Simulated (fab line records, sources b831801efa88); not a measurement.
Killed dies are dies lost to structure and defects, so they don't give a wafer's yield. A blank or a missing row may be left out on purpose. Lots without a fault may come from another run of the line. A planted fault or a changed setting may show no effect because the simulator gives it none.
Which tool did it? | flow sky130 | 12 lots, 36 wafers sampled, at 2 steps of a route of 708

WHAT THE GAUGES READ, wafer by wafer
SKY_VT_ADJUST_HVTP_OVL_MEAS_08.
lot  | measured     | on         | VT_ADJUST_HVTP_OVL (nm)
L075 | day 6 11:01  | overlay-02 | -2.0 -4.3 -2.3
L077 | day 6 19:42  | overlay-02 | -0.5 -3.3 -2.5
L079 | day 7 09:04  | overlay-02 | 0.4 -2.0 -1.3
L081 | day 7 21:49  | overlay-02 | 0.1 -0.5 -1.1
L083 | day 8 10:39  | overlay-02 | -4.0 -2.8 -2.3
L085 | day 8 22:55  | overlay-02 | -0.5 2.9 1.0
L087 | day 9 10:19  | overlay-01 | -0.7 -0.2 -2.0
L089 | day 10 02:49 | overlay-02 | 0.4 -1.8 -2.7
L091 | day 10 14:48 | overlay-02 | -1.0 -0.7 -0.4
L093 | day 11 04:43 | overlay-01 | -1.2 1.5 -1.0
L095 | day 11 13:41 | overlay-01 | -3.9 -1.0 0.3
L097 | day 12 03:49 | overlay-01 | 0.3 -0.8 -2.1

WHICH TOOL RAN EACH LOT (tool, then ch and the chambers of the sampled wafers, then the start)
lot  | SKY_FIELD_ISO_ETCH_14
L075 | rie_diel-04 ch 1,2,3, day 2 10:49
L077 | rie_diel-02 ch 0,1,2, day 2 19:42
L079 | rie_diel-04 ch 0,2,3, day 3 07:10
L081 | rie_diel-01 ch 0,1,3, day 3 17:45
L083 | rie_diel-01 ch 0,2,3, day 4 03:46
L085 | rie_diel-01 ch 1,2, day 4 15:25
L087 | rie_diel-02 ch 0,2,3, day 5 00:45
L089 | rie_diel-01 ch 0,3, day 5 11:27
L091 | rie_diel-02 ch 2,3, day 5 21:09
L093 | rie_diel-02 ch 0,2,3, day 6 06:46
L095 | rie_diel-01 ch 1,2,3, day 6 19:24
L097 | rie_diel-02 ch 0,1,3, day 7 04:54
- SKY_FIELD_ISO_ETCH_14: etches BARC in N2/H2, stops on SiO2, time 45.9 s, target depth 60 nm.

THE ANSWER, worked out from the rows above alone
Rule: what is usual is taken from the lots themselves. Put in order of their means at a reading, lots are off if they are a third of the lots or fewer, leave a main group of 4 or more, and stand apart from it by a gap of 3 or more times the standard deviation of the main group's means; of several such gaps the widest counts. A main group whose means are all the same, to the digits that the tables above print for the reading, isn't used. A lot without any number at a reading at which 4 lots or more have one is off too. The other lots that the step has rows for count as sound.
No lot is off at any reading shown: from this, nothing can be told.

WHAT THE SIMULATOR HAD PUT IN
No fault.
